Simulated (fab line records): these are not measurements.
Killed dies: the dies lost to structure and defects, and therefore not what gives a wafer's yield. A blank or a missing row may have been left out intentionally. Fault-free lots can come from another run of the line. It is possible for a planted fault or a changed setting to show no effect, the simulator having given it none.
Check of tool commonality    flow sky130    Lots sampled 12, wafers sampled 36

## WHAT PROMPTED THE OPENING
2 of 12 lots carry a flag on the reading GATE_OXIDE_TW at SKY_GATE_OXIDE_TW_MEAS_14. No-fault wafers: 222.0, standard deviation 0.96.
Rule: flag the lot when none of its wafers has a number, or when each of its wafers that has one lies beyond 4 standard deviations from that mean. All remaining lots are regarded as sound.

lot   measured      on            GATE_OXIDE_TW, wafer by wafer  flag
L585  day 14 08:10  filmMetro-04  223.0 222.1 222.6              
L586  day 14 16:05  filmMetro-01  220.3 221.9 220.3              
L590  day 15 23:57  filmMetro-04  221.2 221.1 221.6              
L591  day 16 13:22  filmMetro-01  230.2 229.0 228.9              FLAGGED
L593  day 17 13:02  filmMetro-03  229.6 228.6 229.6              FLAGGED
L595  day 17 13:24  filmMetro-03  221.3 221.5 222.0              
L600  day 19 16:58  filmMetro-01  223.0 221.7 222.5              
L601  day 19 22:32  filmMetro-01  222.6 222.4 223.4              
L602  day 20 08:51  filmMetro-04  222.4 223.3 223.0              
L603  day 21 00:56  filmMetro-01  220.4 221.7 220.8              
L604  day 21 11:13  filmMetro-01  222.1 222.0 222.0              
L607  day 21 22:24  filmMetro-01  220.4 220.5 221.4              
The mean of the flagged lots' numbers is 229.3, +7.3 from the usual (+8 standard deviations).

## TOOL THAT RAN EACH LOT
Before the reading, the record contains 2 process steps out of a 708-step route. In each cell: the tool, then ch and the chambers that the sampled wafers went through, then the start.
lot   flag     SKY_VT_ADJUST_PCH_STRIP_09           SKY_GATE_OXIDE_IMPLANT_11
L585           plasmaAsher-02 ch 0, day 10 21:11    implanter-02 ch 0, day 14 07:47
L586           plasmaAsher-02 ch 0,1, day 11 05:02  implanter-02 ch 0, day 14 15:43
L590           plasmaAsher-04 ch 0,1, day 12 08:50  implanter-04 ch 0, day 15 23:37
L591  FLAGGED  plasmaAsher-04 ch 0,1, day 12 16:43  implanter-04 ch 0, day 16 13:01
L593  FLAGGED  plasmaAsher-03 ch 0,1, day 13 10:44  implanter-04 ch 0, day 17 12:41
L595           plasmaAsher-04 ch 0,1, day 13 16:02  implanter-03 ch 0, day 17 13:05
L600           plasmaAsher-04 ch 0,1, day 15 16:59  implanter-04 ch 0, day 19 16:37
L601           plasmaAsher-03 ch 0, day 15 19:50    implanter-04 ch 0, day 19 22:11
L602           plasmaAsher-04 ch 0,1, day 16 07:20  implanter-04 ch 0, day 20 08:32
L603           plasmaAsher-03 ch 0,1, day 16 19:23  implanter-02 ch 0, day 21 00:37
L604           plasmaAsher-02 ch 0,1, day 17 04:00  implanter-03 ch 0, day 21 10:53
L607           plasmaAsher-04 ch 0,1, day 17 18:56  implanter-04 ch 0, day 21 22:04
What the steps here do:
- SKY_VT_ADJUST_PCH_STRIP_09: strips in O2/N2.
- SKY_GATE_OXIDE_IMPLANT_11
- SKY_GATE_OXIDE_TW_MEAS_14

## FLAGGED OVER TOTAL, TOOL BY TOOL (the gauges that took the reading come last)
step                        tool            lots run  flagged  share of the flagged lots  sound lots run after its first flagged lot
SKY_VT_ADJUST_PCH_STRIP_09  plasmaAsher-02  3         0        none                       -
SKY_VT_ADJUST_PCH_STRIP_09  plasmaAsher-03  3         1        some                       2 (L601,L603)
SKY_VT_ADJUST_PCH_STRIP_09  plasmaAsher-04  6         1        some                       4 (L595,L600,L602,L607)
SKY_GATE_OXIDE_IMPLANT_11   implanter-02    3         0        none                       -
SKY_GATE_OXIDE_IMPLANT_11   implanter-03    2         0        none                       -
SKY_GATE_OXIDE_IMPLANT_11   implanter-04    7         2        all                        4 (L600,L601,L602,L607)
SKY_GATE_OXIDE_TW_MEAS_14   filmMetro-01    7         1        some                       5 (L600,L601,L603,L604,L607)
SKY_GATE_OXIDE_TW_MEAS_14   filmMetro-03    2         1        some                       1 (L595)
SKY_GATE_OXIDE_TW_MEAS_14   filmMetro-04    3         0        none                       -

## WHAT THE TABLE ALLOWS
All flagged lots share 1 row of the table, namely implanter-04 at SKY_GATE_OXIDE_IMPLANT_11.
- implanter-04 at SKY_GATE_OXIDE_IMPLANT_11: 2 of its 7 lots flagged. Sound lots followed the first flagged one (L600, L601, L602, L607) on it, something a lasting fault affecting the whole tool could not allow. Its own readings lie more than 4 standard deviations out on every wafer of the flagged lots: beamEnergyKeV.
Not one row of the table ran every flagged lot while running no sound lot after the first.

## WHAT THE SIMULATOR PUT IN
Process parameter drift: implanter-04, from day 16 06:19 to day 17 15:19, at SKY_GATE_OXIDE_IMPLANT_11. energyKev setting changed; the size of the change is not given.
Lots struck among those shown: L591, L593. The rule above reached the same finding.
